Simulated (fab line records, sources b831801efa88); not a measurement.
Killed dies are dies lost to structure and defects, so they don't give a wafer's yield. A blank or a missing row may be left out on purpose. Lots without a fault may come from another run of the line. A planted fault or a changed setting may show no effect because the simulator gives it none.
One fault seen from 2 desks | flow sky130 | each desk has only its own numbers; what lay behind them comes last

THE TOOL OWNER'S DESK: pvd_sputter-01
The tool's own readings at SKY_METAL4_SPUTTER_02 (material AlCu, target thk 735 nm, time 39.1 s): means of the sampled wafers that have a number, for each lot that ran on this tool. A lot is out of limits, marked OUT, if its mean lies more than 4 standard deviations from the usual mean; the brackets give that distance.
Columns: A = throttle_valve_pct at SKY_METAL4_SPUTTER_02, usual 30.4 %
lot  | first seen here | A
L733 | day 40 09:11    | 30.9
L734 | day 40 13:42    | 29.7
L735 | day 41 03:34    | 30.2
L736 | day 41 05:19    | 30.1
L737 | day 41 14:01    | 30.3
L738 | day 41 19:01    | 31.1
L739 | day 42 09:05    | 30.9
L748 | day 44 21:02    | 30.3
L751 | day 46 09:13    | 31.1
This desk's finding: nothing out of limits on any of the 9 lots.

THE METROLOGY DESK
What the gauges read, lot by lot, whatever tool the lot ran on: means of the sampled wafers that have a number. A lot is out of limits, marked OUT, if its mean lies more than 4 standard deviations from the usual mean; the brackets give that distance.
Columns: A = CAPM_TIN_THK at SKY_CAPM_THK_MEAS_04, usual 200.2 nm
lot  | first seen here | A
L731 | day 36 09:22    | 202.9
L732 | day 36 13:18    | 200.9
L733 | day 37 01:50    | 196.1
L734 | day 37 07:41    | 198.8
L735 | day 37 20:50    | 197.2
L736 | day 38 00:01    | 201.5
L737 | day 38 08:14    | 202.6
L738 | day 38 13:22    | 198.6
L739 | day 39 04:56    | 199.6
L748 | day 41 22:34    | 198.5
L753 | day 43 13:06    | 199.4
L751 | day 43 13:55    | 201.6
This desk's finding: nothing out of limits on any of the 12 lots.

PUT TOGETHER
The tool owner's desk saw nothing out of limits.
The metrology desk saw nothing out of limits.

WHAT THE SIMULATOR HAD PUT IN
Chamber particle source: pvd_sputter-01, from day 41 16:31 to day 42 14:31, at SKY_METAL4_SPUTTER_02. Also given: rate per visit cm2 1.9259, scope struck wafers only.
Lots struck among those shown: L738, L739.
